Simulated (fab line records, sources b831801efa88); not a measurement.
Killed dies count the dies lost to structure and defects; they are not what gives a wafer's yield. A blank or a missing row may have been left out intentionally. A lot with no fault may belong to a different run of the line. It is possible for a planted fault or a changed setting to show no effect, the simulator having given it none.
2 desks looking at one fault :: flow sky130 :: every desk sees just its own numbers, and what lay behind them comes last

## FROM THE METROLOGY DESK
Lot by lot, what the gauges showed, no matter which tool ran the lot: averages of those sampled wafers that carry a number. The brackets show how far a lot's mean lies from the usual mean; more than 4 standard deviations puts the lot out of limits, marked OUT.
Columns: A = LDD_N_OVL at SKY_LDD_N_OVL_MEAS_07, usual -0.1 nm; B = LDD_LDN_TW at SKY_LDD_LDN_TW_MEAS_13, usual 1490; C = cdNm at SKY_POLY_CUT_CD_MEAS_08, usual 269.8 nm
lot: L893
first seen here: day 17 14:47
A: 0.2
B: 1486
C: 268.8

lot: L894
first seen here: day 17 21:00
A: -1.6
B: 1498
C: 269.7

lot: L896
first seen here: day 18 17:44
A: -2.1
B: 1500
C: 269.9

lot: L897
first seen here: day 19 06:19
A: -0.1
B: 1486
C: 271.0

lot: L902
first seen here: day 21 01:48
A: -1.0
B: 1494
C: 269.8

lot: L903
first seen here: day 21 10:14
A: -1.3
B: 1492
C: 268.5

lot: L905
first seen here: day 22 08:38
A: 1.7
B: 1503
C: 271.8

lot: L906
first seen here: day 22 23:11
A: 2.4
B: 1426 (-4.6) OUT
C: 268.9

lot: L909
first seen here: day 23 13:08
A: 1.1
B: 1426 (-4.6) OUT
C: 269.1

lot: L914
first seen here: day 25 09:24
A: 2.2
B: 1502
C: 269.9

lot: L915
first seen here: day 25 20:26
A: -0.5
B: 1503
C: 268.5

lot: L916
first seen here: day 26 08:11
A: -1.3
B: 1496
C: 272.1
Finding of this desk: L906, L909 out of limits, first seen on L906 at day 27 23:18 (LDD_LDN_TW at SKY_LDD_LDN_TW_MEAS_13). L893, L894, L896, L897, L902, L903, L905, L914, L915, L916 stayed within limits.

## AT THE TOOL OWNER'S DESK: implanter-03
The tool's own readings at SKY_LDD_LDN_IMPLANT_11: means of the sampled wafers that have a number, for each lot that ran on this tool. The brackets show how far a lot's mean lies from the usual mean; more than 4 standard deviations puts the lot out of limits, marked OUT.
Columns: A = doseIonsCm2 at SKY_LDD_LDN_IMPLANT_11, usual 1.2498e+13; B = faradayCurrentUA at SKY_LDD_LDN_IMPLANT_11, usual 70.4
lot: L893
first seen here: day 22 18:52
A: 1.2482e+13
B: 69.1

lot: L894
first seen here: day 23 00:37
A: 1.2485e+13
B: 69.7

lot: L896
first seen here: day 23 22:01
A: 1.2510e+13
B: 70.1

lot: L903
first seen here: day 26 11:50
A: 1.2498e+13
B: 70.4

lot: L906
first seen here: day 27 23:04
A: 7.6790e+12 (-99 or more) OUT
B: 43.0 (-20) OUT

lot: L909
first seen here: day 28 12:22
A: 7.7033e+12 (-99 or more) OUT
B: 43.5 (-19) OUT

lot: L916
first seen here: day 31 04:55
A: 1.2500e+13
B: 71.3
Finding of this desk: L906, L909 out of limits; the first was L906 at day 27 23:04, on doseIonsCm2 at SKY_LDD_LDN_IMPLANT_11. L893, L894, L896, L903, L916 stayed within limits.

## ALL TOGETHER
The tool owner's desk could have raised an alarm at day 27 23:04, on L906, L909.
The metrology desk could have raised an alarm at day 27 23:18, on L906, L909.
Of the lots named, all ran SKY_LDD_LDN_IMPLANT_11 on implanter-03.

## WHAT WAS PUT IN BY THE SIMULATOR
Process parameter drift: implanter-03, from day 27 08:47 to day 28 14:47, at SKY_LDD_LDN_IMPLANT_11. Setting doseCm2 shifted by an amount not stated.
Shown lots that were struck: L906, L909.
Delay (hours) between the fault's onset and each desk's first out-of-limits reading: 14 at the tool owner's desk, 15 at the metrology desk.
